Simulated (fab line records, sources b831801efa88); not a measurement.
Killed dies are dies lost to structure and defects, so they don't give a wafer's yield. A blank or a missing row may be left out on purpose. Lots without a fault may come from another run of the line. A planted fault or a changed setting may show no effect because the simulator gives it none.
Problem report in the 8D (eight disciplines) form, filled by code | flow gf180mcu | the parts of the form that need people (team, actions taken, sign-off) are left out

1. THE PROBLEM
run_length_s at GF_STI_ETCH_14 reads a mean of 149.1 s on 6 wafers of 2 lots; wafers without a fault read 131.3 s with a standard deviation of 0.52. That is +34 standard deviations from the usual mean.
The step: etches Si in HBr/Cl2/O2, target depth 360 nm, time 102.9 s.
First seen on wafer L308.3, day 3 20:26, on rie_si-02. The record holds 36 wafers of 12 lots with a number at this step. Rule for "out", or "out of limits": more than 4 standard deviations from the usual mean. The other wafers with a number count as sound.

2. WHAT IT IS AND WHAT IT IS NOT
question                    | is                     | is not
which readings at this step | run_length_s           | drypump_motor_current_A, throttle_valve_pct
which lots                  | L308, L312             | L300, L301, L303, L304, L316, L317, L318, L321, L322, L323
which wafers of those lots  | all that have a number | -
read on which tools         | rie_si-02              | rie_si-01
when                        | from day 3 20:26       | up to then (12 sound wafers); but 18 sound wafers of L316, L317, L318, L321, L322, L323 came after

3. SUSPECTS, AND WHAT RULES EACH OUT
Counting: a tool at a process step up to the reading stays a suspect if it ran every lot that is out and no sound lot after the first of them.
- rie_si-02 at GF_STI_ETCH_14 (etches Si in HBr/Cl2/O2, target depth 360 nm, time 102.9 s): ruled out as a lasting fault. Sound lots L322 ran on it after its first lot that is out, L308 (day 3 20:26).
Left after counting: nothing in the record.

4. THE CAUSE (what the simulator had put in)
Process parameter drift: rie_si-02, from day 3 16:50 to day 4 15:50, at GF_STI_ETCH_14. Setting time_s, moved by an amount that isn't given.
Counting ruled it out, wrongly.

5. THE CHAIN OF EFFECTS, in route order
Each row: a reading whose mean over the struck wafers that have a number lies more than 3 standard deviations from the usual. Only readings for which the record gives a usual standard deviation are gone through. hours: the time from each lot's start at the first step in this table that gives one to its start at this step, as a median over the lots. sigmas: the change in usual standard deviations.
hours | step            | reading                  | usual   | on struck wafers | change | sigmas
0     | GF_STI_ETCH_14  | run_length_s             | 131.3 s | 149.1            | +17.8  | +34
0     | GF_STI_STRIP_15 | strip_time_to_endpoint_s | 3.70 s  | 3.48             | -0.22  | -4.2
The process steps in it:
- GF_STI_ETCH_14: etches Si in HBr/Cl2/O2, target depth 360 nm, time 102.9 s.
- GF_STI_STRIP_15: strips in O2/N2.
Later measuring or inspecting steps at which every struck wafer that the step has a row for has a number for every such reading, and none has moved that far: GF_LVPWELL_OVL_MEAS_07.

6. WHAT WOULD HAVE CAUGHT IT SOONER
In this record the first reading out of limits was taken at day 3 20:26, 4 hours after the fault began at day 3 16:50.
